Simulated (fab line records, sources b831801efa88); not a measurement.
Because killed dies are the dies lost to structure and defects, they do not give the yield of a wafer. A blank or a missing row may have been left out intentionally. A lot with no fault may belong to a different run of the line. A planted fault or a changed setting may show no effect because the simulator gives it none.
Which tool was responsible? | flow gf180mcu | 11 lots with 33 wafers sampled at 5 steps, on a route of 602 steps

WHAT THE GAUGES SHOWED, per wafer
GF_CONTACT_OVL_MEAS_15.
lot  | measured     | on         | CONTACT_OVL (nm)
L888 | day 16 00:25 | overlay-02 | -5 -8 -3
L889 | day 16 13:34 | overlay-02 | -14 -5 -7
L890 | day 16 23:13 | overlay-02 | -1 -9 -7
L891 | day 17 02:52 | overlay-02 | -15 -13 -15
L892 | day 17 19:41 | overlay-02 | -5 -3 -4
L895 | day 18 21:10 | overlay-02 | -13 -11 -5
L900 | day 20 19:55 | overlay-01 | -7 -4 -6
L901 | day 21 00:43 | overlay-01 | -1 1 6
L902 | day 21 07:49 | overlay-01 | -8 -4 -2
L910 | day 23 17:07 | overlay-01 | -2 -1 7
L911 | day 24 07:01 | overlay-02 | 8 7 1

GF_CONTACT_RS_MEAS_25: a four-point-probe measurement.
lot  | measured     | on            | CONTACT_W_RS (ohm/sq)
L888 | day 16 01:08 | film-metro-01 | 0.383 0.383 0.383
L889 | day 16 14:17 | film-metro-03 | 0.380 0.378 0.387
L890 | day 16 23:55 | film-metro-04 | 0.393 0.384 0.389
L891 | day 17 03:34 | film-metro-01 | 0.374 0.384 0.380
L892 | day 17 20:25 | film-metro-04 | 0.384 0.387 0.384
L895 | day 18 21:54 | film-metro-03 | 0.382 0.384 0.387
L900 | day 20 20:37 | film-metro-04 | 0.383 0.386 0.387
L901 | day 21 01:26 | film-metro-01 | 1.136 1.162 1.151 1.138 1.162 1.149
L902 | day 21 08:32 | film-metro-01 | 1.161 1.130 1.147 1.162 1.132 1.147
L910 | day 23 17:49 | film-metro-01 | 0.378 0.382 0.381
L911 | day 24 07:46 | film-metro-03 | 0.377 0.380 0.379

GF_M1_RS_MEAS_05: a four-point-probe measurement.
lot  | measured     | on            | M1_ALCU_RS (ohm/sq)
L888 | day 16 01:50 | film-metro-01 | 0.0698 0.0681 0.0697
L889 | day 16 14:59 | film-metro-01 | 0.0697 0.0692 0.0696
L890 | day 17 03:22 | film-metro-03 | 0.0712 0.0692 0.0704
L891 | day 17 05:26 | film-metro-03 | 0.0692 0.0695 0.0686
L892 | day 17 21:08 | film-metro-01 | 0.0681 0.0694 0.0683
L895 | day 18 22:51 | film-metro-03 | 0.0697 0.0702 0.0690
L900 | day 20 21:19 | film-metro-02 | 0.0692 0.0692 0.0683
L910 | day 23 18:31 | film-metro-02 | 0.0694 0.0699 0.0696
L911 | day 24 08:28 | film-metro-01 | 0.0700 0.0699 0.0687

TOOL THAT RAN EACH LOT (tool first, then ch and the chambers of the sampled wafers, then the start)
lot  | GF_SAB_STRIP_13                      | GF_CONTACT_CVD_24
L888 | plasma-asher-04 ch 0,1, day 15 01:22 | cvd-w-01 ch 0,1, day 16 01:01
L889 | plasma-asher-03 ch 0, day 15 14:11   | cvd-w-02 ch 0,1, day 16 14:10
L890 | plasma-asher-01 ch 0,1, day 15 23:17 | cvd-w-02 ch 0,1, day 16 23:48
L891 | plasma-asher-01 ch 0,1, day 16 03:52 | cvd-w-01 ch 0,1, day 17 03:28
L892 | plasma-asher-04 ch 0,1, day 16 15:25 | cvd-w-02 ch 0,1, day 17 20:18
L895 | plasma-asher-04 ch 0,1, day 17 19:41 | cvd-w-02 ch 0,1, day 18 21:47
L900 | plasma-asher-04 ch 0,1, day 19 18:39 | cvd-w-02 ch 0,1, day 20 20:31
L901 | plasma-asher-03 ch 0,1, day 19 22:16 | cvd-w-01 ch 0,1, day 21 01:20
L902 | plasma-asher-01 ch 0,1, day 20 06:44 | cvd-w-01 ch 0,1, day 21 08:25
L910 | plasma-asher-03 ch 0, day 22 16:13   | cvd-w-02 ch 0,1, day 23 17:43
L911 | plasma-asher-01 ch 0,1, day 23 07:11 | cvd-w-02 ch 0,1, day 24 07:39
- GF_SAB_STRIP_13: strips in O2/N2.
- GF_CONTACT_CVD_24: deposits W, target thk 300 nm, time 90.339 s.

WHAT THE TOOLS THEMSELVES READ (means of the sampled wafers that have a number; where no wafer has one, the mark that the record gives instead)
GF_SAB_STRIP_13.
lot  | tool            | drypump-motor-current-A (A) | heater-power-w (W) | o2-flow-sccm (sccm) | oes-product-au (a.u.) | strip-time-to-endpoint-s (s)
L888 | plasma-asher-04 | 5.61                        | 405                | 2998                | 0.712                 | 12.62
L889 | plasma-asher-03 | 6.21                        | 375                | 3011                | 0.709                 | 12.57
L890 | plasma-asher-01 | 5.44                        | 333                | 2991                | 0.707                 | 12.60
L891 | plasma-asher-01 | 5.59                        | 359                | 3013                | 0.704                 | 12.61
L892 | plasma-asher-04 | 5.59                        | 407                | 3005                | 0.712                 | 12.69
L895 | plasma-asher-04 | 5.57                        | 405                | 3000                | 0.709                 | 12.65
L900 | plasma-asher-04 | 5.59                        | 414                | 2999                | 0.707                 | 12.61
L901 | plasma-asher-03 | 5.64                        | 367                | 3007                | 0.709                 | 12.58
L902 | plasma-asher-01 | 5.45                        | 335                | 3008                | 0.710                 | 12.62
L910 | plasma-asher-03 | 6.25                        | 388                | 3001                | 0.713                 | 12.59
L911 | plasma-asher-01 | 5.45                        | 334                | 3006                | 0.706                 | 12.67

GF_CONTACT_CVD_24.
lot  | tool     | heater-power-w (W)
L888 | cvd-w-01 | 1019
L889 | cvd-w-02 | 835
L890 | cvd-w-02 | 916
L891 | cvd-w-01 | 1026
L892 | cvd-w-02 | 915
L895 | cvd-w-02 | 897
L900 | cvd-w-02 | 826
L901 | cvd-w-01 | 1033
L902 | cvd-w-01 | 1020
L910 | cvd-w-02 | 906
L911 | cvd-w-02 | 824

THE ANSWER, worked out from the rows above alone
Rule: what is usual is taken from the lots themselves. The widest of any qualifying gaps counts: lots, ordered by their means at a reading, are off when they make up no more than a third of the lots, leave a main group of 4 or more, and stand apart from it by 3 or more times the standard deviation of that group's means. If all means in a main group match to the digits the tables above print for the reading, that group is not used. A lot without any number at a reading at which 4 lots or more have one is off too. All remaining lots with rows at the step are treated as sound. After the gauges, taken in route order, come the tools' own readings; for these a lot's mean is taken, as printed above. The first step at which some lot is off is used, and at that step the reading that is off furthest; a lot without a number counts as furthest.
Off: L901, L902, at GF_CONTACT_RS_MEAS_25 (CONTACT_W_RS). The main group: mean 0.383 ohm/sq, standard deviation 0.0031.
If a tool, at a process step before that reading, ran all the lots that are off and no sound lot after the first of them, it fits. Those tools and the gauges at GF_CONTACT_RS_MEAS_25 are tried in the same way. One fits: cvd-w-01 at GF_CONTACT_CVD_24. Its last sound lot is L891 (day 17 03:28), its first lot that is off L901 (day 21 01:20): a fault that began between those two fits.

WHAT HAD BEEN PUT IN BY THE SIMULATOR
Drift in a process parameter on cvd-w-01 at GF_CONTACT_CVD_24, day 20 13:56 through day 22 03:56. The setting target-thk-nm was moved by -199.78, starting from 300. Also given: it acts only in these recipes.
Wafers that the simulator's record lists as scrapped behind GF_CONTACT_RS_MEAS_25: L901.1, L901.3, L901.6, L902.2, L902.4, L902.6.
Struck lots among those shown: L901, L902. The rule above reached the same finding.
